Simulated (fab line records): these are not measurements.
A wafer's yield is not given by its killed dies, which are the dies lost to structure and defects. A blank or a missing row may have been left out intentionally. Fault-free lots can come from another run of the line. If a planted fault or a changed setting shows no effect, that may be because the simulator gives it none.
Which of the tools did it?	flow sky130	10 lots, 30 wafers sampled, at 3 steps of a route of 708

WHAT THE GAUGES READ, wafer by wafer
SKY_VIA3_RS_MEAS_22: a four-point-probe measurement.
lot	measured	on	VIA3_W_RS (ohm/sq)
L394	day 39 19:14	film metro-01	0.291 0.296 0.295
L398	day 41 04:32	film metro-02	0.293 0.297 0.292
L401	day 42 00:53	film metro-03	0.216 0.300 0.221 0.216 0.300 0.222
L402	day 42 08:39	film metro-01	0.303 0.219 0.218 0.303 0.218 0.217
L410	day 44 21:01	film metro-02	0.292 0.293 0.300
L409	day 44 22:08	film metro-01	0.298 0.295 0.301
L412	day 45 03:41	film metro-02	0.298 0.297 0.295
L414	day 45 06:46	film metro-03	0.291 0.292 0.301
L415	day 45 21:04	film metro-02	0.295 0.305 0.299
L417	day 46 01:19	film metro-03	0.296 0.293 0.302

WHICH TOOL RAN EACH LOT (tool, then ch and the chambers of the sampled wafers, then the start)
lot	SKY_VIA3_CMP_02	SKY_VIA3_CVD_21
L394	cmp-02 ch 0,1,2, day 38 18:24	cvd w-02 ch 0,1, day 39 19:07
L398	cmp-01 ch 0,1,2, day 40 01:49	cvd w-01 ch 0,1, day 41 04:24
L401	cmp-02 ch 0,1, day 40 23:35	cvd w-01 ch 0,1, day 42 00:46
L402	cmp-02 ch 1,2,3, day 41 06:40	cvd w-01 ch 0,1, day 42 08:32
L410	cmp-01 ch 0,1,2, day 43 21:12	cvd w-02 ch 0,1, day 44 20:52
L409	cmp-01 ch 0,1,3, day 43 22:08	cvd w-02 ch 0,1, day 44 22:01
L412	cmp-02 ch 1,2, day 44 04:52	cvd w-01 ch 1, day 45 03:34
L414	cmp-02 ch 0,1,3, day 44 07:46	cvd w-01 ch 0,1, day 45 06:38
L415	cmp-01 ch 0,1,3, day 44 22:35	cvd w-01 ch 0,1, day 45 20:55
L417	cmp-01 ch 0,2, day 45 02:29	cvd w-02 ch 0,1, day 46 01:11
- SKY_VIA3_CMP_02: polishes SiO2.
- SKY_VIA3_CVD_21: deposits W, target thk 390 nm, time 117.31 s.

THE ANSWER, worked out from the rows above alone
Rule: usual is defined by the lots themselves. The widest of any qualifying gaps counts: lots, ordered by their means at a reading, are off when they make up no more than a third of the lots, leave a main group of 4 or more, and stand apart from it by 3 or more times the standard deviation of that group's means. Not used: any main group whose means are identical at the precision the tables above print for the reading. Also off: a lot with no number at a reading for which 4 or more lots have one. Any other lot the step has rows for is counted as sound.
Off: L401, L402, seen at SKY_VIA3_RS_MEAS_22 (VIA3_W_RS). Mean 0.296 ohm/sq and standard deviation 0.0019 in the main group.
If a tool, at a process step before that reading, ran all the lots that are off and no sound lot after the first of them, it fits. Gauges at SKY_VIA3_RS_MEAS_22: tried the same way as those tools. No candidate that was tried fits.

WHAT THE SIMULATOR HAD INSERTED
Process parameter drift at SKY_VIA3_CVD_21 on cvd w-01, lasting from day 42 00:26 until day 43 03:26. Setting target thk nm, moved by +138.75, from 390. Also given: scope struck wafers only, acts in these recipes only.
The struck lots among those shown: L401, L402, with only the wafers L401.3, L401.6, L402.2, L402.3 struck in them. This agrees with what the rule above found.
